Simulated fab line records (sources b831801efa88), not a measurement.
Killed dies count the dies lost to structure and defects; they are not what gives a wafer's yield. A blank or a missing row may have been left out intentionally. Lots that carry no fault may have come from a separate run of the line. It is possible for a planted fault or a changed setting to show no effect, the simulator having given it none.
Chamber matching	flow sky130	4 sister chambers for SKY_VIA4_CMP_21 on cmp-01
The step polishes, stops on SiO2, t overpolish 25 s, target thk 0 nm. 8 wafers are shown with their chamber, then 7 later ones without.

WAFERS WITH THEIR CHAMBER
wafer	chamber	motor_current_A (A)	time_to_endpoint_s (s)
L726.4	1	11.2	121
L731.2	1	11.1	124
L731.3	3	13.5	125
L737.3	2	10.0	127
L737.5	3	12.9	121
L737.6	0	10.6	127
L740.1	0	10.4	126
L740.2	2	10.2	126

WAFERS WITHOUT THEIR CHAMBER
wafer	motor_current_A (A)	time_to_endpoint_s (s)
L740.6	10.2	125
L741.1	13.5	123
L741.2	10.2	130
L741.3	10.8	132
L742.2	10.0	130
L742.3	11.3	132
L742.6	10.2	128

EACH ONE'S CHAMBER
wafer	from the rows above	in truth
L740.6	can't be placed: 2 or 0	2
L741.1	3	3
L741.2	can't be placed: 2 or 0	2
L741.3	can't be placed: 0 or 2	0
L742.2	can't be placed: 2 or 0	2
L742.3	can't be placed: 0 or 1 or 2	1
L742.6	can't be placed: 2 or 0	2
Placed correctly: 1 of 7. Unplaceable from these rows: 6, with the true chamber sitting among the candidates in 6. Number placed wrongly: 0.
How it was worked out, from the rows above alone: a wafer's distance from a chamber is the root of the sum, over the readings, of the square of ((its reading less the chamber's mean) divided by the reading's scatter). If the next closest chamber is less than 2 further off than the closest, the wafer can't be placed; otherwise it belongs to the closest. For every chamber, the mean is computed from those of its wafers that are shown. The scatter is the square root of a quotient: the sum, over the shown wafers, of each reading's squared deviation from its chamber's mean, divided by wafers minus chambers.
